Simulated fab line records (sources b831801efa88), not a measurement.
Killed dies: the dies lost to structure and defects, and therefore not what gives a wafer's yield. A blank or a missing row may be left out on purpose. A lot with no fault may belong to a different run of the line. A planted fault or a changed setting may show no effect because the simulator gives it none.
A lot that was struck, set against a sound lot / flow sfq-line / 18 steps out of a route of 325
Sound: these wafers, L277.1, L277.4, L277.6. Wafers L284.1, L284.4, L284.5 were the ones struck. The cause is named last.
Each step with rows lists, per side, the tool, then ch with its chambers, then its first start. Under that, the readings that differ: sound wafers / struck wafers / difference of the means / sigmas: that difference in standard deviations of wafers without a fault.
alike: readings whose means differ by less than 2 such deviations, and words and numbers that are the same on both sides. not compared: withheld readings, readings that some wafer has no value for, bounds like >300 that may hide the same value, and numbers for which the record gives no deviation and whose values overlap.
A row with sigmas, a row that says differs or no value, or rows on one side alone: a step with any of these is where the two part. Non-overlapping numbers with no deviation appear without sigmas and do not part them. A reading missing from all wafers of one side parts the sides only when that side holds two or more wafers.

SFQ_I0_OVL_MEAS_908:
  struck on overlay-02, day 25 14:26; sound on overlay-01, day 21 13:53
  alike: I0_OVL
SFQ_TRILAYER_I0_VIA_BARC_OPEN_VIA_ETCH_046: etches BARC in O2, target depth 125 nm, time 41.7 s.
  sound on rie-diel-01 ch 0,1,2, day 21 13:55; struck on rie-diel-01 ch 0,1, day 25 14:28
  alike: chamber-pressure-mTorr, drypump-motor-current-A, oes-product-au
  not compared: rf-hours-counter-h
SFQ_TRILAYER_I0_VIA_ETCH_VIA_ETCH_034: etches SiO2 in CHF3, stops on Nb, target depth 260 nm.
  sound on rie-diel-01 ch 0,1,2, day 21 13:58; struck on rie-diel-01 ch 0,1, day 25 14:31
  alike: chamber-pressure-mTorr, drypump-motor-current-A, oes-product-au
SFQ_TRILAYER_I0_VIA_STRIP_STRIP_035: strips in O2.
  sound on rie-metal-04 ch 0,1, day 21 14:05; struck on rie-metal-04 ch 0,1, day 25 14:38
  alike: chamber-pressure-mTorr, drypump-motor-current-A, oes-product-au
  not compared: rf-hours-counter-h
then, 2 steps without rows for these wafers: SFQ_TRILAYER_I0_VIA_STRIP_SOLV_CLEAN_036 (cleans in NMP, time 600 s); SFQ_TRILAYER_M1_DEP_PRE_CLEAN_038 (time 22.5 s).
SFQ_TRILAYER_M1_DEP_SPUTTER_037: material Nb, target thk 200 nm, time 133.3 s.
  struck on pvd-sputter-05, day 25 15:38; sound on pvd-sputter-05, day 21 14:54
  alike: chamber-pressure-pa, substrate-temp-c, throttle-valve-pct
SFQ_M1_RS_MEAS_909: measures by four-point-probe.
  struck on film-metro-03, day 25 15:43; sound on film-metro-01, day 21 14:59
  alike: M1_NB_RS
then, 3 steps without rows for these wafers: SFQ_TRILAYER_M1_LITHO_COAT_044 (resist thk 62 nm); SFQ_TRILAYER_M1_LITHO_COAT_039 (resist thk 600 nm); SFQ_TRILAYER_M1_LITHO_SOFTBAKE_043.
-- the record jumps here: 5 days lie between the struck wafers' starts before and after --
SFQ_TRILAYER_M1_LITHO_EXPOSE_040: exposes mask M1, target cd 500 nm.
  sound on krf-scanner-01 ch 0, day 27 16:46; struck on krf-scanner-02 ch 0, day 30 19:16
reading=exposure-dose-mJ-cm2; sound=14.403 14.399 14.427; struck=14.808 14.798 14.793; difference=+0.390; sigmas=+24
  alike: mask
then, 2 steps without rows for these wafers: SFQ_TRILAYER_M1_LITHO_PEB_042 (peb time 60 s); SFQ_TRILAYER_M1_LITHO_DEVELOP_041 (time 60 s).
SFQ_M1_OVL_MEAS_911:
  struck on overlay-02, day 30 20:46; sound on overlay-02, day 27 18:16
  alike: M1_OVL
SFQ_TRILAYER_M1_BARC_OPEN_METAL_ETCH_054: etches BARC in O2, target depth 125 nm, time 41.7 s.
  sound on rie-metal-02 ch 0, day 27 18:17; struck on rie-metal-02 ch 0,1, day 30 20:47
reading=model.M1.cd-nm (nm); sound=500.2 499.6 499; struck=495.5 494.7 496.5; difference=-4.0; sigmas=
  alike: chamber-pressure-mTorr, drypump-motor-current-A, oes-product-au
  not compared: rf-hours-counter-h
SFQ_TRILAYER_M1_ETCH_METAL_ETCH_042: etches Nb in Cl2/Ar, stops on SiO2, target depth 240 nm, time 120 s.
  sound on rie-metal-02 ch 0, day 27 18:21; struck on rie-metal-02 ch 0,1, day 30 20:51
reading=model.M1.cd-nm (nm); sound=499.4 498.1 498.4; struck=494.1 493.9 495.2; difference=-4.2; sigmas=
  alike: chamber-pressure-mTorr, drypump-motor-current-A, oes-product-au
  not compared: rf-hours-counter-h
SFQ_TRILAYER_M1_STRIP_STRIP_043: strips in O2.
  sound on rie-metal-02 ch 0, day 27 18:29; struck on rie-metal-02 ch 0,1, day 30 20:59
  alike: chamber-pressure-mTorr, drypump-motor-current-A, oes-product-au
  not compared: rf-hours-counter-h

## WHERE THEY PART
SFQ_TRILAYER_M1_LITHO_EXPOSE_040 only, going by this record. Later steps at which nothing parts them and some readings are alike: SFQ_M1_OVL_MEAS_911, SFQ_TRILAYER_M1_BARC_OPEN_METAL_ETCH_054, SFQ_TRILAYER_M1_ETCH_METAL_ETCH_042, SFQ_TRILAYER_M1_STRIP_STRIP_043.

WHY: the cause the simulator had injected
Drift in process parameters on krf-scanner-02 at SFQ_TRILAYER_M1_LITHO_EXPOSE_040, starting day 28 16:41. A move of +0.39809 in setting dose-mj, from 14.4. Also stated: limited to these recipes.
